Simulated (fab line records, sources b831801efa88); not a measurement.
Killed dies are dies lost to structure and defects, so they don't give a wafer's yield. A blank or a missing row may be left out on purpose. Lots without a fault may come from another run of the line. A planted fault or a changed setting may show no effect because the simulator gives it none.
Tool commonality check | flow sky130 | 13 lots, 39 wafers sampled

WHY IT WAS OPENED
At SKY_SD_P_CD_MEAS_07 the reading cd_nm is flagged on 1 of 13 lots. Wafers without a fault read 380.6 nm, standard deviation 2.7.
Rule: a lot is flagged when every wafer of it that has a number lies more than 4 standard deviations from that mean, or none has a number. The other lots count as sound.

lot  | measured     | on        | cd_nm (nm), wafer by wafer | flag
L944 | day 26 12:50 | cd_sem-01 | 384.6 382.1 381.1          |
L945 | day 27 00:07 | cd_sem-02 | 377.7 378.8 377.1          |
L946 | day 27 05:10 | cd_sem-01 | 381.5 382.4 380.4          |
L947 | day 28 00:46 | cd_sem-02 | 382.2 383.0 379.9          |
L948 | day 28 03:16 | cd_sem-02 | 382.6 382.6 383.2          |
L949 | day 28 07:34 | cd_sem-02 | 381.3 382.1 381.9          |
L950 | day 28 16:44 | cd_sem-01 | 380.0 378.5 380.2          |
L951 | day 29 01:34 | cd_sem-01 | 380.7 382.6 381.9          |
L952 | day 29 13:54 | cd_sem-02 | 373.8 371.8 376.5          |
L954 | day 30 00:44 | cd_sem-02 | 413.3 408.7 410.2          | FLAGGED
L955 | day 30 04:23 | cd_sem-02 | 379.6 378.9 379.3          |
L962 | day 32 10:11 | cd_sem-01 | 378.2 378.4 377.0          |
L964 | day 33 03:58 | cd_sem-01 | 383.2 383.5 382.9          |
The numbers of the flagged lots are 410.7 nm on average: +30.1 nm against the usual, or +11 standard deviations.

WHICH TOOL RAN EACH LOT
The record holds 1 process step before the reading, out of a route of 708 steps. In each cell: the tool, then ch and the chambers that the sampled wafers went through, then the start.
lot  | flag    | SKY_SD_P_EXPOSE_04
L944 |         | iline_stepper-01 ch 0, day 25 22:53
L945 |         | iline_stepper-02 ch 0, day 26 10:05
L946 |         | iline_stepper-01 ch 0, day 26 14:30
L947 |         | iline_stepper-01 ch 0, day 27 10:37
L948 |         | iline_stepper-02 ch 0, day 27 13:26
L949 |         | iline_stepper-02 ch 0, day 27 17:03
L950 |         | iline_stepper-02 ch 0, day 28 02:55
L951 |         | iline_stepper-02 ch 0, day 28 11:45
L952 |         | iline_stepper-02 ch 0, day 29 00:08
L954 | FLAGGED | iline_stepper-02 ch 0, day 29 11:24
L955 |         | iline_stepper-02 ch 0, day 29 15:11
L962 |         | iline_stepper-01 ch 0, day 31 20:35
L964 |         | iline_stepper-01 ch 0, day 32 14:54
What these steps do:
- SKY_SD_P_EXPOSE_04: exposes mask PSDM, target cd 380 nm.
- SKY_SD_P_CD_MEAS_07: target cd 380 nm.

FLAGGED OVER TOTAL, TOOL BY TOOL (the gauges that took the reading come last)
step                | tool             | lots run | flagged | share of the flagged lots | sound lots run after its first flagged lot
SKY_SD_P_EXPOSE_04  | iline_stepper-01 | 5        | 0       | none                      | -
SKY_SD_P_EXPOSE_04  | iline_stepper-02 | 8        | 1       | all                       | 1 (L955)
SKY_SD_P_CD_MEAS_07 | cd_sem-01        | 6        | 0       | none                      | -
SKY_SD_P_CD_MEAS_07 | cd_sem-02        | 7        | 1       | all                       | 1 (L955)

WHAT THE TABLE ALLOWS
2 rows of the table ran every flagged lot: iline_stepper-02 at SKY_SD_P_EXPOSE_04, cd_sem-02 at SKY_SD_P_CD_MEAS_07.
- iline_stepper-02 at SKY_SD_P_EXPOSE_04: 1 of its 8 lots flagged. Sound lots ran on it after the first flagged one (L955), which a lasting fault on the whole tool wouldn't allow.
- cd_sem-02 at SKY_SD_P_CD_MEAS_07: 1 of its 7 lots flagged. Sound lots ran on it after the first flagged one (L955), which a lasting fault on the whole tool wouldn't allow.
No row of the table ran every flagged lot and no sound lot after the first.

WHAT THE SIMULATOR HAD PUT IN
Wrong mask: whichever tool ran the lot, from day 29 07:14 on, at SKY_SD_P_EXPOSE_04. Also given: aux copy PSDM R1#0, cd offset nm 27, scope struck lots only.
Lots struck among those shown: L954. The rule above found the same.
